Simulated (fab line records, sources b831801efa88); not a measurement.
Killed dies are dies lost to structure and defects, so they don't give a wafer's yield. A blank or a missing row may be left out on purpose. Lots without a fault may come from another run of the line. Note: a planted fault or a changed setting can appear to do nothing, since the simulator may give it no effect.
Which tool was responsible? ; flow sky130 ; 13 lots, 38 wafers sampled, at 5 steps of a route of 708

## WHAT THE GAUGES SHOWED, per wafer
SKY_GATE_OXIDE_TW_MEAS_14. Usual: GATE_OXIDE_TW 223.4, standard deviation 1.7.
lot;measured;on;GATE_OXIDE_TW;flag
L733;day 14 04:23;film-metro-01;225.1 225.6 224.6;
L734;day 14 18:19;film-metro-02;226.8 225.1 224.4;
L735;day 15 04:01;film-metro-01;223.0 223.6 222.9;
L738;day 15 18:23;film-metro-02;224.4 225.5 225.3;
L739;day 16 03:02;film-metro-03;221.9 222.8 221.5;
L741;day 16 17:00;film-metro-02;225.1 226.2 225.9;
L742;day 17 01:35;film-metro-03;220.1 221.6 221.7;
L744;day 17 18:59;film-metro-02;223.9 223.9 223.6;
L745;day 17 23:23;film-metro-01;223.5 223.7 222.5;
L746;day 18 09:17;film-metro-02;224.2 223.8 224.4;
L747;day 18 17:13;film-metro-01;220.6 222.0 219.7;
L752;day 20 10:04;film-metro-03;221.0 221.4;
L756;day 21 17:35;film-metro-02;223.0 224.0 223.7;

SKY_SD_N_RS_MEAS_18: measures by four-point-probe. Usual: RES_XHIGH_RS 333.2 ohm/sq, standard deviation 1.1.
lot;measured;on;RES_XHIGH_RS (ohm/sq);flag
L733;day 28 12:37;film-metro-01;333.8 333.6 333.5;
L734;day 28 21:40;film-metro-04;333.7 334.7 334.1;
L735;day 29 10:46;film-metro-02;332.3 331.5 331.8;
L738;day 30 00:44;film-metro-04;332.4 332.6 331.9;
L739;day 30 07:09;film-metro-01;333.9 332.8 331.8;
L741;day 30 22:09;film-metro-01;333.9 334.5 334.6;
L742;day 31 07:57;film-metro-01;335.1 335.2 335.1;
L744;day 31 22:22;film-metro-01;333.5 333.8 335.1;
L745;day 32 01:42;film-metro-02;332.0 331.3 332.4;
L746;day 32 09:01;film-metro-01;333.4 334.2 332.7;
L747;day 32 20:10;film-metro-04;334.0 333.2 334.5;
L752;day 34 05:29;film-metro-04;377.6 333.2;OFF
L756;day 35 09:34;film-metro-04;333.7 334.3 332.5;

SKY_CONTACT_BOW_MEAS_05. Usual: CONTACT_BOW 82 um, standard deviation 7.
lot;measured;on;CONTACT_BOW (um);flag
L733;day 31 00:14;film-metro-04;97 86 79;
L734;day 31 09:32;film-metro-03;70 74 72;
L735;day 31 21:16;film-metro-04;81 68 69;
L738;day 32 12:07;film-metro-04;77 76 86;
L739;day 32 18:12;film-metro-03;85 94 85;
L741;day 33 08:53;film-metro-04;76 87 88;
L742;day 33 18:04;film-metro-02;80 79 92;
L744;day 34 07:58;film-metro-03;88 87 70;
L745;day 34 10:53;film-metro-04;80 70 73;
L746;day 34 17:07;film-metro-04;80 85 83;
L747;day 35 04:30;film-metro-02;91 81 83;
L752;day 36 14:08;film-metro-02;86 91;
L756;day 37 17:25;film-metro-03;68 79 90;

## WHICH TOOL RAN EACH LOT (tool, then ch and the chambers of the sampled wafers, then the start)
lot;SKY_RES_XHIGH_IMPLANT_07;SKY_LOCAL_INTERCONNECT_STRIP_15
L733;implanter-03 ch 0, day 27 06:45;plasma-asher-02 ch 0,1, day 30 23:08
L734;implanter-01 ch 0, day 27 15:20;plasma-asher-02 ch 0,1, day 31 08:23
L735;implanter-03 ch 0, day 28 04:58;plasma-asher-03 ch 0,1, day 31 20:08
L738;implanter-01 ch 0, day 28 19:05;plasma-asher-03 ch 0,1, day 32 10:59
L739;implanter-04 ch 0, day 29 01:12;plasma-asher-02 ch 0,1, day 32 17:05
L741;implanter-01 ch 0, day 29 16:58;plasma-asher-03 ch 0,1, day 33 07:44
L742;implanter-01 ch 0, day 30 02:25;plasma-asher-04 ch 0,1, day 33 16:53
L744;implanter-01 ch 0, day 30 17:52;plasma-asher-03 ch 0,1, day 34 06:50
L745;implanter-04 ch 0, day 30 20:55;plasma-asher-02 ch 0,1, day 34 09:47
L746;implanter-04 ch 0, day 31 04:58;plasma-asher-03 ch 0,1, day 34 15:59
L747;implanter-01 ch 0, day 31 15:24;plasma-asher-03 ch 0,1, day 35 03:23
L752;implanter-04 ch 0, day 33 02:35;plasma-asher-02 ch 0,1, day 36 12:59
L756;implanter-03 ch 0, day 34 06:14;plasma-asher-03 ch 0,1, day 37 16:15
- SKY_RES_XHIGH_IMPLANT_07
- SKY_LOCAL_INTERCONNECT_STRIP_15: strips in O2/N2.

## AS READ BY THE TOOLS THEMSELVES (means over the sampled wafers that have a number; for cases with no such wafer, the mark the record gives instead)
SKY_RES_XHIGH_IMPLANT_07. Usual: beam-on-s at 40 s, with a standard deviation of 3.6.
lot;tool;beam-on-s (s);flag
L733;implanter-03;36;
L734;implanter-01;46;
L735;implanter-03;35;
L738;implanter-01;45;
L739;implanter-04;39;
L741;implanter-01;44;
L742;implanter-01;44;
L744;implanter-01;44;
L745;implanter-04;38;
L746;implanter-04;39;
L747;implanter-01;44;
L752;implanter-04;35;
L756;implanter-03;35;

SKY_LOCAL_INTERCONNECT_STRIP_15. Usual: drypump-motor-current-A 6.1 A, standard deviation 0.32; oes-product-au 0.426 a.u., standard deviation 0.0045; strip-time-to-endpoint-s 4.721 s, standard deviation 0.019.
lot;tool;drypump-motor-current-A (A);oes-product-au (a.u.);strip-time-to-endpoint-s (s);flag
L733;plasma-asher-02;6.0;0.429;4.714;
L734;plasma-asher-02;5.8;0.424;4.728;
L735;plasma-asher-03;6.4;0.423;4.718;
L738;plasma-asher-03;6.4;0.424;4.711;
L739;plasma-asher-02;5.8;0.428;4.717;
L741;plasma-asher-03;6.4;0.424;4.726;
L742;plasma-asher-04;5.6;0.424;4.743;
L744;plasma-asher-03;6.4;0.424;4.732;
L745;plasma-asher-02;5.8;0.430;4.719;
L746;plasma-asher-03;6.4;0.429;4.734;
L747;plasma-asher-03;6.4;0.429;4.735;
L752;plasma-asher-02;5.9;0.426;4.745;
L756;plasma-asher-03;6.4;0.427;4.726;

## THE ANSWER, worked out from the rows above alone
Rule: a lot counts as off when the mean over its wafers that have a number is more than 3 standard deviations away from the usual mean. A lot without any number at a reading at which 4 lots or more have one is off too. Where the step has rows for the other lots, those lots are counted as sound. The gauges are gone through in route order, then the tools' own readings, and for those a lot's mean is taken as printed above. The first step at which some lot is off is used, and at that step the reading that is off furthest; a lot without a number counts as furthest.
Off: at SKY_SD_N_RS_MEAS_18 (RES_XHIGH_RS), L752.
A tool fits if, at a process step before that reading, it ran every lot that is off, and no sound lot after the first of them. The gauges at SKY_SD_N_RS_MEAS_18 are tried like those tools. One candidate fits, namely implanter-04 at SKY_RES_XHIGH_IMPLANT_07. Its last sound lot is L746 (day 31 04:58), its first lot that is off L752 (day 33 02:35): a fault that began between those two fits.

## WHAT THE SIMULATOR HAD INSERTED
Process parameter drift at SKY_RES_XHIGH_IMPLANT_07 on implanter-04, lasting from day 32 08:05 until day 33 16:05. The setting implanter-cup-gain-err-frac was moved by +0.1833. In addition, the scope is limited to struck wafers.
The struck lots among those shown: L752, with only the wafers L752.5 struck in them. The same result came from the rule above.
